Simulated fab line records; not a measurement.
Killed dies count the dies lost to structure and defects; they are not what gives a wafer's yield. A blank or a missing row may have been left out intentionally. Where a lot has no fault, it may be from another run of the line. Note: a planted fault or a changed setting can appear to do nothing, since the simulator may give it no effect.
fab line records	flow sky130
record lots=12	wafers=36	last-day=50
route steps=708 shown VIA3@594 METAL4@602 CAP2M@607 VIA4@639 PAD_OPEN@708
lots that met no fault: from a run of the same line without faults
start-h: hours from the record's first day to the start of the lot's first wafer shown	wait-h: time in hours since the lot's previous step	" same as the row above	L1.1+2: one row covering several wafers at once	- either no value or no given start	* or withheld: withheld	< > ~ a bound
route shown NAME@n: NAME is a module with steps in the file, n the number in the route of the first one	usual: mean/standard deviation of fault-free wafers	same: alike in all rows	chamber/n: place in a boat	sites: the reading at each site	_std_site: their standard deviation	_edge_site: outer sites' mean less inner sites'	radius-mm: for every site, how far away it sits from the centre of the wafer	mask NAME#n: copy n	behind: the most recent tool/chamber to have shaped the wafer	hold: cause of the lot's hold/its duration in hours/its outcome	device: the n, p or np transistor that did not switch	end of line: the same wafers' tests at the end of the route	for a step that has no rows: nothing shown but its recipe	killed: count of dies lost to structure and defects at first sort (not the wafer's yield)	map: dies across one wafer; x = killed, . = not, _ = none there
set.NAME: the setting that was run; set.NAME@STEP: the one run at that earlier step	model.NAME: the simulator's own value behind a step, which no gauge read
route steps across a sampled set of lots; one table per step, one row per wafer
services: when a tool's chamber went out of use (start-h, in hours from the record's first day, below 0 if earlier), for how many hours, and the reason
## steps
# step SKY_VIA3_CVD_21
# recipe material=W	target-thk-nm=390	time-s=117.31	temp-c=400	pressure-torr=40
# usual heater-power-w=827/79
lot.wafer	tool	chamber	start-h	wait-h	heater-power-w
L781.1	cvd-w-01	1	941.60	0.0	965
L781.3	"	1	"	"	955
L781.4	"	0	"	"	822
L785.3	cvd-w-01	1	973.22	0.1	948
L785.4	"	0	"	"	806
L785.5	"	0	"	"	815
L787.1	cvd-w-01	0	980.15	0.0	812
L787.3	"	1	"	"	935
L787.5	"	0	"	"	802
L788.3	cvd-w-02	1	991.50	0.1	762
L788.4	"	0	"	"	777
L788.5	"	0	"	"	795
L789.1	cvd-w-01	0	998.55	0.0	785
L789.3	"	1	"	"	962
L789.4	"	0	"	"	798
L790.1	cvd-w-02	1	1001.13	0.0	770
L790.3	"	1	"	"	776
L790.4	"	0	"	"	766
L791.2	cvd-w-01	0	1007.75	0.0	815
L791.3	"	0	"	"	806
L791.5	"	1	"	"	953
L792.1	cvd-w-02	1	1013.85	0.0	764
L792.5	"	0	"	"	772
L792.6	"	1	"	"	758
L793.2	cvd-w-01	1	1027.11	0.0	939
L793.3	"	0	"	"	814
L793.5	"	0	"	"	815
L795.1	cvd-w-02	1	1049.67	0.0	778
L795.4	"	0	"	"	782
L795.6	"	0	"	"	805
L800.2	cvd-w-02	0	1078.06	0.0	780
L800.3	"	1	"	"	785
L800.5	"	0	"	"	758
L802.2	cvd-w-01	0	1093.18	0.0	795
L802.3	"	1	"	"	954
L802.4	"	0	"	"	808
# step SKY_METAL4_SPUTTER_04
# recipe material=TiN	target-thk-nm=70	power-w=6500	time-s=58.3	chamber-pressure-pa=0.4
# usual throttle-valve-pct=29.6/1.1
lot.wafer	tool	chamber	start-h	wait-h	throttle-valve-pct
L781.1	pvd-sputter-02	-	942.30	0.0	30.3
L781.3	"	-	"	"	28.1
L781.4	"	-	"	"	28.7
L785.3	pvd-sputter-01	-	973.89	0.0	31.0
L785.4	"	-	"	"	28.3
L785.5	"	-	"	"	28.3
L787.1	pvd-sputter-04	-	981.01	0.0	30.7
L787.3	"	-	"	"	30.0
L787.5	"	-	"	"	30.8
L788.3	pvd-sputter-04	-	992.17	0.0	30.7
L788.4	"	-	"	"	29.1
L788.5	"	-	"	"	30.0
L789.1	pvd-sputter-02	-	999.26	0.0	28.5
L789.3	"	-	"	"	30.3
L789.4	"	-	"	"	28.2
L790.1	pvd-sputter-02	-	1001.84	0.0	28.1
L790.3	"	-	"	"	30.5
L790.4	"	-	"	"	28.6
L791.2	pvd-sputter-02	-	1008.45	0.0	31.0
L791.3	"	-	"	"	30.2
L791.5	"	-	"	"	30.1
L792.1	pvd-sputter-04	-	1014.56	0.0	30.0
L792.5	"	-	"	"	30.1
L792.6	"	-	"	"	31.2
L793.2	pvd-sputter-02	-	1027.82	0.0	30.2
L793.3	"	-	"	"	28.5
L793.5	"	-	"	"	28.4
L795.1	pvd-sputter-04	-	1050.38	0.0	31.0
L795.4	"	-	"	"	29.0
L795.6	"	-	"	"	30.7
L800.2	pvd-sputter-02	-	1078.76	0.0	28.3
L800.3	"	-	"	"	30.3
L800.5	"	-	"	"	28.1
L802.2	pvd-sputter-02	-	1093.90	0.0	28.2
L802.3	"	-	"	"	30.4
L802.4	"	-	"	"	28.4
# step SKY_CAP2M_THK_MEAS_04
# recipe thk-meas-gauge=xrf	reads=TiN_of_CAP2M_SPUTTER_02
# usual CAP2M_TIN_THK=198.3/2.5
lot.wafer	tool	chamber	start-h	wait-h	CAP2M_TIN_THK[nm]
L781.1	film-metro-04	-	942.66	0.1	201.3
L781.3	"	-	"	"	202.7
L781.4	"	-	"	"	200.5
L785.3	film-metro-02	-	974.27	0.1	197.0
L785.4	"	-	"	"	198.5
L785.5	"	-	"	"	199.2
L787.1	film-metro-03	-	981.37	0.1	193.7
L787.3	"	-	"	"	192.2
L787.5	"	-	"	"	192.6
L788.3	film-metro-04	-	992.55	0.1	201.0
L788.4	"	-	"	"	199.8
L788.5	"	-	"	"	203.9
L789.1	film-metro-03	-	999.62	0.1	194.6
L789.3	"	-	"	"	193.4
L789.4	"	-	"	"	195.7
L790.1	film-metro-04	-	1002.20	0.1	197.1
L790.3	"	-	"	"	194.0
L790.4	"	-	"	"	193.9
L791.2	film-metro-02	-	1008.82	0.1	199.1
L791.3	"	-	"	"	199.4
L791.5	"	-	"	"	197.5
L792.1	film-metro-03	-	1014.96	0.1	196.3
L792.5	"	-	"	"	197.9
L792.6	"	-	"	"	195.4
L793.2	film-metro-03	-	1028.19	0.1	197.2
L793.3	"	-	"	"	199.6
L793.5	"	-	"	"	199.1
L795.1	film-metro-04	-	1050.74	0.1	200.5
L795.4	"	-	"	"	198.3
L795.6	"	-	"	"	202.0
L800.2	film-metro-03	-	1079.13	0.1	197.7
L800.3	"	-	"	"	196.8
L800.5	"	-	"	"	199.0
L802.2	film-metro-02	-	1094.28	0.1	197.2
L802.3	"	-	"	"	199.3
L802.4	"	-	"	"	201.2
# step SKY_VIA4_HDPCVD_00
# recipe material=SiO2	target-thk-nm=1750	sigma-open-frac=0.3	time-s=291.7	temp-c=400	sih4-flow-sccm=60	pressure-mtorr=6
# usual sih4-flow-sccm=59.99/0.17
lot.wafer	tool	chamber	start-h	wait-h	sih4-flow-sccm
L781.1	hdpcvd-01	1	989.27	0.0	59.96
L781.3	"	1	"	"	60.05
L781.4	"	2	"	"	60.15
L785.3	hdpcvd-02	0	1022.18	0.0	60.14
L785.4	"	1	"	"	60.17
L785.5	"	2	"	"	60.04
L787.1	hdpcvd-02	1	1028.92	0.0	60.24
L787.3	"	0	"	"	59.91
L787.5	"	0	"	"	60.34
L788.3	hdpcvd-02	2	1038.42	0.0	60.16
L788.4	"	1	"	"	59.76
L788.5	"	2	"	"	60.07
L789.1	hdpcvd-02	0	1046.69	0.0	59.98
L789.3	"	2	"	"	60.06
L789.4	"	2	"	"	59.85
L790.1	hdpcvd-02	2	1048.97	0.0	59.83
L790.3	"	1	"	"	59.85
L790.4	"	0	"	"	89.92
L791.2	hdpcvd-02	1	1054.82	0.0	59.99
L791.3	"	0	"	"	90.23
L791.5	"	2	"	"	59.91
L792.1	hdpcvd-01	1	1059.58	0.0	60.20
L792.5	"	0	"	"	59.57
L792.6	"	1	"	"	60.03
L793.2	hdpcvd-01	2	1073.81	0.0	60.03
L793.3	"	0	"	"	60.20
L793.5	"	1	"	"	60.30
L795.1	hdpcvd-02	2	1094.81	0.0	60.13
L795.4	"	0	"	"	89.94
L795.6	"	1	"	"	60.04
L800.2	hdpcvd-01	2	1120.91	0.0	59.93
L800.3	"	0	"	"	60.12
L800.5	"	0	"	"	59.82
L802.2	hdpcvd-01	2	1133.30	0.0	60.14
L802.3	"	1	"	"	59.75
L802.4	"	2	"	"	59.84
# step SKY_VIA4_THK_MEAS_01
# recipe reads=SiO2_of_VIA4_HDPCVD_00
# usual VIA4_HDPCVD_THK=1763/15
lot.wafer	tool	chamber	start-h	wait-h	hold	VIA4_HDPCVD_THK[nm]
L781.1	film-metro-04	-	989.53	0.2	-	1747
L781.3	"	-	"	"	-	1740
L781.4	"	-	"	"	-	1756
L785.3	film-metro-02	-	1022.38	0.1	-	1765
L785.4	"	-	"	"	-	1767
L785.5	"	-	"	"	-	1755
L787.1	film-metro-02	-	1029.10	0.1	-	1785
L787.3	"	-	"	"	-	1778
L787.5	"	-	"	"	-	1764
L788.3	film-metro-02	-	1038.62	0.1	-	1759
L788.4	"	-	"	"	-	1781
L788.5	"	-	"	"	-	1779
L789.1	film-metro-02	-	1046.87	0.1	-	1798
L789.3	"	-	"	"	-	1782
L789.4	"	-	"	"	-	1783
L790.1	film-metro-02	-	1049.15	0.1	await-dispo/0.2h/release	1743
L790.3	"	-	"	"	await-dispo/0.2h/release	1757
L790.4	"	-	"	"	await-dispo/0.2h/release	2629
L790.1	film-metro-02	-	1049.37	0.2	-	1742
L790.3	"	-	"	"	-	1755
L790.4	"	-	"	"	-	2633
L791.2	film-metro-04	-	1055.01	0.1	await-dispo/0.2h/release	1759
L791.3	"	-	"	"	await-dispo/0.2h/release	2623
L791.5	"	-	"	"	await-dispo/0.2h/release	1751
L791.2	film-metro-04	-	1055.27	0.3	-	1760
L791.3	"	-	"	"	-	2620
L791.5	"	-	"	"	-	1752
L792.1	film-metro-02	-	1059.76	0.1	-	1743
L792.5	"	-	"	"	-	1749
L792.6	"	-	"	"	-	1751
L793.2	film-metro-04	-	1074.00	0.1	-	1764
L793.3	"	-	"	"	-	1741
L793.5	"	-	"	"	-	1761
L795.1	film-metro-02	-	1094.99	0.1	await-dispo/0.2h/release	1743
L795.4	"	-	"	"	await-dispo/0.2h/release	2611
L795.6	"	-	"	"	await-dispo/0.2h/release	1764
L795.1	film-metro-02	-	1095.30	0.3	-	1743
L795.4	"	-	"	"	-	2611
L795.6	"	-	"	"	-	1766
L800.2	film-metro-04	-	1121.10	0.1	-	1752
L800.3	"	-	"	"	-	1758
L800.5	"	-	"	"	-	1745
L802.2	film-metro-04	-	1133.49	0.1	-	1769
L802.3	"	-	"	"	-	1758
L802.4	"	-	"	"	-	1763
# step SKY_PAD_OPEN_PROBE_99
# usual defect-limited-yield=83.0/1.9	killed_at_M0_to_M3=43/6.9	killed_at_M4_up=3.1/1.9	killed-at-contacts=24/5.4	killed-at-front-end=14/4.3	killed-at-other=0.3/0.53	killed-dies=84/9.5	killed-open=46/6.8	killed-short=38/6	sort_bin_3_pad_short=0.9/0.46	sort_bin_5_function=10.0/1.4	sort_bin_6_memory=6.1/1.1	sort-n-pass=408/9.5	sort-yield-pct=83.0/1.9
# same gross-dies=492	killed-at-back-side=0	sort_bin_4_leakage[%]=0	sort_bin_8_speed[%]=0
lot.wafer	tool	chamber	start-h	wait-h	defect-limited-yield[%]	killed_at_M0_to_M3	killed_at_M4_up	killed-at-contacts	killed-at-front-end	killed-at-other	killed-dies	killed-open	killed-short	sort_bin_3_pad_short[%]	sort_bin_5_function[%]	sort_bin_6_memory[%]	sort-n-pass	sort-yield-pct[%]
L788.3	prober-02	-	1125.00	0.2	82.5	41	5	18	21	1	86	42	43	1.0	10.6	5.9	406	82.5
L788.4	prober-02	-	1125.05	0.2	85.0	40	3	20	11	0	74	43	28	1.2	9.3	4.5	418	85.0
L788.5	prober-02	-	1125.10	0.2	81.7	44	2	29	15	0	90	57	33	1.4	11.0	5.9	402	81.7
L790.1	prober-02	-	1133.90	0.1	84.6	32	4	24	16	0	76	44	32	0.8	8.3	6.3	416	84.6
L790.3	prober-02	-	1134.00	0.2	81.3	44	5	27	16	0	92	49	43	1.0	11.6	6.1	400	81.3
L790.4	prober-02	-	1134.05	0.2	79.5	55	2	32	11	1	101	56	45	0.6	11.6	8.3	391	79.5
# killed by level:class
L788.3 VIA3:geometric-particle:open=10 CONTACT:geometric-particle:open=9 VIA1:geometric-particle:open=7 METAL2:geometric-particle:short=5 POLY_GATE:geometric-particle:short=4 METAL4:geometric-particle:short=4 LI_CONTACT:geometric-particle:open=4 CONTACT:geometric-particle:short=4
L788.4 VIA1:geometric-particle:open=12 CONTACT:geometric-particle:open=8 VIA3:geometric-particle:open=8 LI_CONTACT:geometric-particle:open=4 LOCAL_INTERCONNECT:geometric-particle:short=4 METAL1:geometric-particle:short=4 VIA1:geometric-particle:short=4 VIA2:geometric-particle:open=4
L788.5 CONTACT:geometric-particle:open=13 VIA3:geometric-particle:open=10 VIA1:geometric-particle:open=8 FIELD_ISO:geometric-particle:open=7 LI_CONTACT:geometric-particle:open=7 METAL2:geometric-particle:short=5 VIA2:geometric-particle:open=5 METAL3:geometric-particle:short=4
L790.1 LI_CONTACT:geometric-particle:open=10 CONTACT:geometric-particle:open=8 VIA1:geometric-particle:open=8 METAL1:geometric-particle:open=5 METAL1:geometric-particle:short=5 POLY_GATE:geometric-particle:short=4 METAL2:geometric-particle:short=4 FIELD_ISO:geometric-particle:open=3
L790.3 VIA1:geometric-particle:open=12 LI_CONTACT:geometric-particle:open=9 CONTACT:geometric-particle:open=7 METAL1:geometric-particle:short=7 FIELD_ISO:geometric-particle:short=4 CONTACT:geometric-particle:short=4 POLY_GATE:geometric-particle:short=4 METAL2:geometric-particle:short=4
L790.4 VIA1:geometric-particle:open=10 LI_CONTACT:geometric-particle:open=8 VIA3:geometric-particle:open=7 CONTACT:geometric-particle:open=7 CONTACT:geometric-particle:short=6 METAL1:geometric-particle:short=6 METAL2:geometric-particle:short=6 METAL2:geometric-particle:open=6
## services
tool	chamber	start-h	hours	kind
cvd-w-01	0	918.00	-	clean
cvd-w-01	1	918.00	-	clean
hdpcvd-02	0	926.66	16.6	repair
pvd-sputter-04	-	930.40	5.9	repair
hdpcvd-01	-	950.25	15.0	pm
hdpcvd-02	0	969.58	19.7	repair
pvd-sputter-02	3	979.60	-	consumable-replace:kit
pvd-sputter-02	3	979.60	18.0	scheduled-down
pvd-sputter-02	3	979.60	18.0	vent-cycle
hdpcvd-01	0	982.72	6.7	repair
pvd-sputter-02	-	986.64	3.1	repair
hdpcvd-02	0	997.33	10.8	repair
pvd-sputter-01	-	1049.50	9.5	repair
pvd-sputter-01	-	1052.49	3.2	repair
pvd-sputter-02	2	1059.00	-	consumable-replace:kit
pvd-sputter-02	2	1059.00	18.0	scheduled-down
pvd-sputter-02	2	1059.00	18.0	vent-cycle
cvd-w-01	-	1068.67	3.8	pm
cvd-w-01	-	1073.62	6.0	pm
hdpcvd-02	2	1077.26	4.8	repair
pvd-sputter-04	-	1078.37	1.7	repair
cvd-w-01	-	1082.00	1.6	repair
pvd-sputter-04	-	1093.93	3.8	repair
cvd-w-02	-	1104.27	0.9	repair
## key
first-sign step=SKY_VIA4_HDPCVD_00	reading=sih4-flow-sccm	direction=up	sigmas=99+	usual=59.99	struck=90.03
effect step=SKY_VIA4_THK_MEAS_01	reading=visit	direction=added
effect step=SKY_VIA4_THK_MEAS_01	reading=VIA4_HDPCVD_THK	direction=up	sigmas=57	usual=1763	struck=2621
met-at SKY_VIA4_HDPCVD_00
struck-lots L790,L791,L795
struck-wafers L790.4,L791.3,L795.4
not-acting-at SKY_VIA3_CVD_21,SKY_METAL4_SPUTTER_04,SKY_CAP2M_THK_MEAS_04
onset-between 1046.69 1048.97
fault kind=process-parameter-drift	tool=hdpcvd-02	chamber=0	onset-h=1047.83	steps=SKY_VIA4_HDPCVD_00	channel=sih4-flow-sccm	offset=30	shape=step	end-h=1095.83	acts-in=these-recipes-only	stated=60
